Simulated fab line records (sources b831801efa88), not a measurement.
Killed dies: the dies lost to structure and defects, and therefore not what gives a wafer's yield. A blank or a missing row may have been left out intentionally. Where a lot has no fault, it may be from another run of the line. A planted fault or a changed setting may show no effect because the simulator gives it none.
Matching of chambers | flow sfqLine | SFQ_TRILAYER_I4_VIA_ETCH_VIA_ETCH_106 on rieDiel-01 has 4 sister chambers
The step etches SiO2 in CHF3, stops on Nb, target depth 260 nm. 4 wafers are shown with their chamber, then 8 later ones without.

== EACH WAFER AND ITS CHAMBER ==
wafer  | chamber | drypumpMotorCurrentA (A)
L101.6 | 1       | 5.26
L104.3 | 0       | 5.39
L104.5 | 3       | 5.66
L106.1 | 2       | 6.00

== WAFERS WHOSE CHAMBER IS MISSING ==
wafer  | drypumpMotorCurrentA (A)
L106.2 | 5.66
L106.6 | 6.01
L113.1 | 5.67
L113.2 | 5.32
L113.5 | 5.37
L117.1 | 5.66
L117.3 | 6.06
L117.6 | 5.67

== WHICH CHAMBER EACH ONE RAN IN ==
wafer  | from the rows above     | in truth
L106.2 | 3                       | 3
L106.6 | 2                       | 2
L113.1 | 3                       | 3
L113.2 | can't be placed: 1 or 0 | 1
L113.5 | 0                       | 0
L117.1 | 3                       | 3
L117.3 | 2                       | 2
L117.6 | 3                       | 3
Placed correctly: 7 of 8. These rows do not allow placing 1 (true chamber among the candidates in 1). 0 placed wrongly.
How it was worked out, from the rows above alone: a wafer's distance from a chamber is the root of the sum, over the readings, of the square of ((its reading less the chamber's mean) divided by the reading's scatter). If the next closest chamber is less than 2 further off than the closest, the wafer can't be placed; otherwise it belongs to the closest. For every chamber, the mean is computed from those of its wafers that are shown. The scatter (one wafer shown for each chamber): square how far every hidden wafer sits from the nearest shown wafer, average those squares and take the square root.
